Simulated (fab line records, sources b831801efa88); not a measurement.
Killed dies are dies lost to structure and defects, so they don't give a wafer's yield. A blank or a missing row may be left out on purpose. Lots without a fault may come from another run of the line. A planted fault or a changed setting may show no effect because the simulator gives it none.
A struck lot beside a sound one | flow gf180mcu | 25 steps out of a route of 602
Sound: wafers L670.3, L670.5, L670.6. Struck: wafers L674.1, L674.2, L674.5. The cause comes at the end.
At each step with rows: each side's tool, then ch and its chambers, then its first start. Under that, the readings that differ: sound wafers | struck wafers | difference of the means | sigmas: that difference in standard deviations of wafers without a fault.
alike: readings whose means differ by less than 2 such deviations, and words and numbers that are the same on both sides. not compared: withheld readings, readings that some wafer has no value for, bounds like >300 that may hide the same value, and numbers for which the record gives no deviation and whose values overlap.
The two part at a step that has a row with sigmas, a row that says differs or no value, or rows on one side only. Numbers that don't overlap but have no deviation are shown without sigmas and don't part them. A reading that every wafer of one side lacks parts them only if that side has two wafers or more.

first, 4 steps without rows for these wafers: GF_CONTACT_CLEAN_20 (cleans in DIW); GF_CONTACT_CLEAN_21 (cleans in dHF, time 20 s); GF_CONTACT_SPUTTER_22 (material Ti, target thk 15 nm, time 80.02 s); GF_CONTACT_SPUTTER_23 (material TiN, target thk 10 nm, time 40 s).
GF_CONTACT_CVD_24: deposits W, target thk 300 nm, time 90.339 s.
  sound on cvd_w-02 ch 0,1, day 17 20:02; struck on cvd_w-02 ch 0,1, day 19 02:53
  alike: heater_power_w
GF_CONTACT_RS_MEAS_25: measures by four-point-probe.
  sound on film_metro-04, day 17 20:09; struck on film_metro-04, day 19 02:59
  alike: CONTACT_W_RS
GF_CONTACT_THK_MEAS_26: measures by xrf.
  sound on film_metro-04, day 17 20:15; struck on film_metro-04, day 19 03:07
  alike: CONTACT_W_THK
then, 1 step without rows for these wafers: GF_CONTACT_CMP_27 (polishes, stops on SiO2, t overpolish 15 s, target thk 0 nm).
GF_M1_SPUTTER_00: material Ti, target thk 37.5 nm, time 150 s.
  sound on pvd_sputter-02, day 17 20:35; struck on pvd_sputter-02, day 19 03:28
  alike: cathode_dc_power_W, chamber_pressure_pa, substrate_temp_c, throttle_valve_pct
GF_M1_SPUTTER_01: material TiN, target thk 30 nm, time 25 s.
  sound on pvd_sputter-02, day 17 20:41; struck on pvd_sputter-02, day 19 03:34
  alike: cathode_dc_power_W, chamber_pressure_pa, throttle_valve_pct
GF_M1_SPUTTER_02: material AlCu, target thk 450 nm, time 23.9 s.
  sound on pvd_sputter-02, day 17 20:43; struck on pvd_sputter-02, day 19 03:36
  alike: cathode_dc_power_W, chamber_pressure_pa, throttle_valve_pct
GF_M1_SPUTTER_03: material Ti, target thk 10 nm, time 6.7 s.
  sound on pvd_sputter-02, day 17 20:45; struck on pvd_sputter-02, day 19 03:38
  alike: cathode_dc_power_W, chamber_pressure_pa, substrate_temp_c, throttle_valve_pct
GF_M1_SPUTTER_04: material TiN, target thk 50 nm, time 41.7 s.
  sound on pvd_sputter-02, day 17 20:46; struck on pvd_sputter-02, day 19 03:39
  no value came back on the struck wafers for cathode_dc_power_W (W), chamber_pressure_pa (Pa), throttle_valve_pct (%); on the sound wafers cathode_dc_power_W (W) reads 6500.0 6499.5 6501.3
GF_M1_THK_MEAS_06: measures by xrf.
  sound on film_metro-02, day 17 20:57; struck on film_metro-03, day 19 03:49
  reading          | sound       | struck      | difference | sigmas
  M1_ALCU_THK (nm) | 451 453 448 | 499 491 493 | +44        | +8
then, 7 steps without rows for these wafers: GF_M1_DEHYDRATE_07 (time 60 s); GF_M1_HMDS_08 (prime time 60 s); GF_M1_COAT_09 (resist thk 1000 nm); GF_M1_SOFTBAKE_10 (time 60 s); GF_M1_EXPOSE_11 (exposes mask Metal1, target cd 230 nm); GF_M1_PEB_12 (peb time 90 s); GF_M1_DEVELOP_13 (develop time 60 s).
GF_M1_CD_MEAS_14: target cd 230 nm.
  sound on cd_sem-01, day 18 20:43; struck on cd_sem-01, day 20 04:34
  alike: cd_nm
GF_M1_OVL_MEAS_15:
  sound on overlay-02, day 18 20:49; struck on overlay-01, day 20 04:41
  alike: M1_OVL
GF_M1_METAL_ETCH_16: etches the open film in Cl2/BCl3, stops on SiO2, target depth 627.5 nm, time 104.6 s.
  sound on rie_metal-03 ch 0,1, day 18 20:52; struck on rie_metal-01 ch 0,1, day 20 04:43
  reading                | sound                | struck               | difference | sigmas
  oes_product_au (a.u.)  | 0.969 0.964 0.968    | 0.990 0.985 0.983    | +0.019     | +3
  throttle_valve_pct (%) | 28.262 28.247 28.258 | 28.228 28.234 28.239 | -0.022     | -2
  alike: bias_w, drypump_motor_current_A
  not compared: rf_hours_counter_h
then, 1 step without rows for these wafers: GF_M1_STRIP_17 (strips in O2/N2).

WHERE THEY PART
First at GF_M1_SPUTTER_04; last, within this record, at GF_M1_METAL_ETCH_16.

WHY: what the simulator had put in
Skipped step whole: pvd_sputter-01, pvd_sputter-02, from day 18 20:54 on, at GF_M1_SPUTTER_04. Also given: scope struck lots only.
